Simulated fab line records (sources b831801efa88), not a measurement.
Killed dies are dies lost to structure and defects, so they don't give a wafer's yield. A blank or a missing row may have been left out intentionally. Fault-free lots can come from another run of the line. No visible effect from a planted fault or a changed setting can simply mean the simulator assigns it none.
The tool behind it: which one? ; flow sky130 ; Sampling: 15 lots, 45 wafers, 2 of 708 route steps

## WHAT EACH GAUGE READ, for each wafer
SKY_VIA1_THK_MEAS_01. Usual: VIA1_HDPCVD_THK typically reads 1025 nm, with standard deviation 10.
lot;measured;on;VIA1_HDPCVD_THK (nm);flag
L925;day 34 07:14;filmMetro-02;1018 1014 1021;
L928;day 34 21:46;filmMetro-01;1040 1014 1012;
L927;day 35 02:22;filmMetro-01;1040 1029 1021;
L929;day 35 06:46;filmMetro-03;1021 1021 1025;
L931;day 36 02:12;filmMetro-02;1031 1038 1053;
L932;day 36 07:26;filmMetro-03;1030 1048 1027;
L933;day 36 12:04;filmMetro-01;1007 1016 1005;
L934;day 36 22:40;filmMetro-01;1020 1030 1034;
L935;day 37 06:29;filmMetro-02;1034 1029 1029;
L936;day 37 14:05;filmMetro-03;1021 1021 1030;
L937;day 38 03:40;filmMetro-01;1021 1031 1026;
L939;day 38 17:31;filmMetro-02;1026 1020 1027;
L942;day 39 04:17;filmMetro-01;1045 1032 1024;
L943;day 39 15:13;filmMetro-01;1027 1032 1044;
L944;day 39 19:37;filmMetro-03;1029 1024 1010;

SKY_VIA1_CD_MEAS_12: the cd target is 150 nm. Usual: 150.0 nm for cdNm, sd 1.7.
lot;measured;on;cdNm (nm);flag
L925;day 35 10:44;cdSem-01;148.6 149.2 148.3;
L928;day 36 00:46;cdSem-02;151.6 151.1 151.4;
L927;day 36 05:47;cdSem-02;151.2 152.2 151.0;
L929;day 36 09:41;cdSem-02;149.1 149.4 148.3;
L931;day 37 05:18;cdSem-01;149.4 150.5 151.5;
L932;day 37 10:22;cdSem-01;151.0 149.9 150.1;
L933;day 37 15:16;cdSem-01;153.2 154.7 154.2;
L934;day 38 01:05;cdSem-01;148.1 148.1 147.2;
L935;day 38 08:41;cdSem-02;151.2 152.6 152.1;
L936;day 38 16:38;cdSem-01;150.1 149.6 150.2;
L937;day 39 06:08;cdSem-01;147.9 148.6 147.8;
L939;day 39 19:31;cdSem-02;153.0 151.7 152.8;
L942;day 40 06:05;cdSem-02;150.8 150.5 147.5;
L943;day 40 16:25;cdSem-02;148.2 149.1 148.8;
L944;day 40 21:20;cdSem-02;148.8 148.1 148.6;

## EACH LOT AND THE TOOL THAT RAN IT (in order: tool; ch and the chambers of the sampled wafers; start)
The record shows no process step preceding these readings.

## AS READ BY THE TOOLS THEMSELVES (means over the sampled wafers that have a number; for cases with no such wafer, the mark the record gives instead)
The record holds no such reading with a usual standard deviation.

## THE ANSWER, worked out from the rows above alone
Rule: take the mean of a lot's wafers that have a number; if it is more than 3 standard deviations from the usual mean, the lot is off. Also off: a lot with no number at a reading for which 4 or more lots have one. Where the step has rows for the other lots, those lots are counted as sound. The gauges are gone through in route order, then the tools' own readings, and for those a lot's mean is taken as printed above. At the first step where some lot is off, the reading lying furthest off is the one used; lots without a number count as furthest.
Nothing can be told from this: no lot is off at any reading shown.

## WHAT THE SIMULATOR HAD PUT IN
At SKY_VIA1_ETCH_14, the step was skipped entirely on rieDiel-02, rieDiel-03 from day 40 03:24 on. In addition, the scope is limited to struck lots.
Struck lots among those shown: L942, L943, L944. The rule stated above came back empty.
